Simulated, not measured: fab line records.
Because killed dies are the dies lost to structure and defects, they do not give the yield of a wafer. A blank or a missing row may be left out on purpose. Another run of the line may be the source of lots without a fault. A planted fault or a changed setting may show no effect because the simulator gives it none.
A struck lot beside a sound one :: flow sky130 :: 20 out of 708 route steps
Sound: wafers L854.1, L854.3, L854.4. Wafers struck: L844.1, L844.2, L844.4. The cause is named last.
At each step with rows: each side's tool, then ch and its chambers, then its first start. Under that, the readings that differ: sound wafers :: struck wafers :: difference of the means :: sigmas: that difference in standard deviations of wafers without a fault.
alike: same words and numbers on both sides, and readings whose means sit less than 2 such deviations apart. not compared: any withheld reading, any reading some wafer has no value for, any bound like >300 that may hide the same value, and any number with overlapping values for which the record gives no deviation.
Wherever a step has rows on one side only, a row that says differs or no value, or a row with sigmas, the two part there. Non-overlapping numbers with no deviation appear without sigmas and do not part them. A reading missing from all wafers of one side parts the sides only when that side holds two or more wafers.

first, 8 steps without rows for these wafers: SKY_RES_XHIGH_DEHYDRATE_00 (time 60 s); SKY_RES_XHIGH_HMDS_01 (prime time 60 s); SKY_RES_XHIGH_COAT_02 (resist thk 1140 nm); SKY_RES_XHIGH_SOFTBAKE_03 (time 60 s); SKY_RES_XHIGH_EXPOSE_04 (exposes mask URPM, target cd 1270 nm); SKY_RES_XHIGH_PEB_05; SKY_RES_XHIGH_DEVELOP_06 (develop time 60 s); SKY_RES_XHIGH_IMPLANT_07.
SKY_RES_XHIGH_STRIP_08: strips in O2/N2.
  sound on plasma_asher-02 ch 0,1, day 32 23:50; struck on plasma_asher-02 ch 0,1, day 30 05:50
  alike: drypump_motor_current_A, n2_flow_sccm, oes_product_au, strip_time_to_endpoint_s
  not compared: rf_hours_counter_h
SKY_RES_XHIGH_TW_MEAS_09:
  sound on film_metro-01 at day 32 23:56; struck on film_metro-03 at day 30 05:56
  alike: RES_XHIGH_TW
then, 2 steps without rows for these wafers: SKY_SD_N_DEHYDRATE_00 (time 60 s); SKY_SD_N_HMDS_01 (prime time 60 s).
SKY_SD_N_COAT_02: resist thk 1140 nm.
  struck on litho_track-04, day 30 19:01; sound on litho_track-04 ch 0, day 33 12:28
  no value came back on the struck wafers for chill_plate_temp_C (C), dispense_pressure_kPa (kPa), spin_speed_rpm (rpm); on the sound wafers chill_plate_temp_C (C) reads 23.02 22.93 23.09
then, 4 steps without rows for these wafers: SKY_SD_N_SOFTBAKE_03 (time 60 s); SKY_SD_N_EXPOSE_04 (exposes mask NSDM, target cd 380 nm); SKY_SD_N_PEB_05; SKY_SD_N_DEVELOP_06 (develop time 60 s).
SKY_SD_N_CD_MEAS_07: target cd 380 nm.
  sound on cd_sem-01 at day 34 02:19; struck on cd_sem-02 at day 31 09:29
reading: cd_nm (nm)
sound: 380.2 378.0 380.8
struck: - - -
difference: no value on the struck wafers
sigmas: 
SKY_SD_N_OVL_MEAS_08:
  sound on overlay-02 at day 34 02:26; struck on overlay-01 at day 31 09:37
reading: SD_N_OVL (nm)
sound: 3.3 2.7 2.4
struck: - - -
difference: no value on the struck wafers
sigmas: 
-- the record jumps here: 17 days lie between the struck wafers' starts before and after (it left off in module SD_N and takes up again in module PAD_OPEN, whose first step shown is number 708 of the route) --
SKY_PAD_OPEN_PROBE_99:
  sound on prober-01 at day 50 06:59; struck on prober-01 at day 48 07:33
reading: killed_at_contacts
sound: 15 20
struck: 32 25 29
difference: +11
sigmas: +2

reading: killed_at_front_end
sound: 10 11
struck: 422 413 417
difference: +407
sigmas: +95

reading: killed_dies
sound: 86 82
struck: 492 492 492
difference: +408
sigmas: +41

reading: killed_on_rim
sound: 15 20
struck: 96 96 96
difference: +78
sigmas: +20
  alike: killed_at_M0_to_M3, killed_at_M4_up, killed_at_other, killed_open, killed_short

## WHERE THEY PART
At SKY_SD_N_COAT_02 first; at SKY_PAD_OPEN_PROBE_99 last (within this record only).

WHY: what the simulator had put in
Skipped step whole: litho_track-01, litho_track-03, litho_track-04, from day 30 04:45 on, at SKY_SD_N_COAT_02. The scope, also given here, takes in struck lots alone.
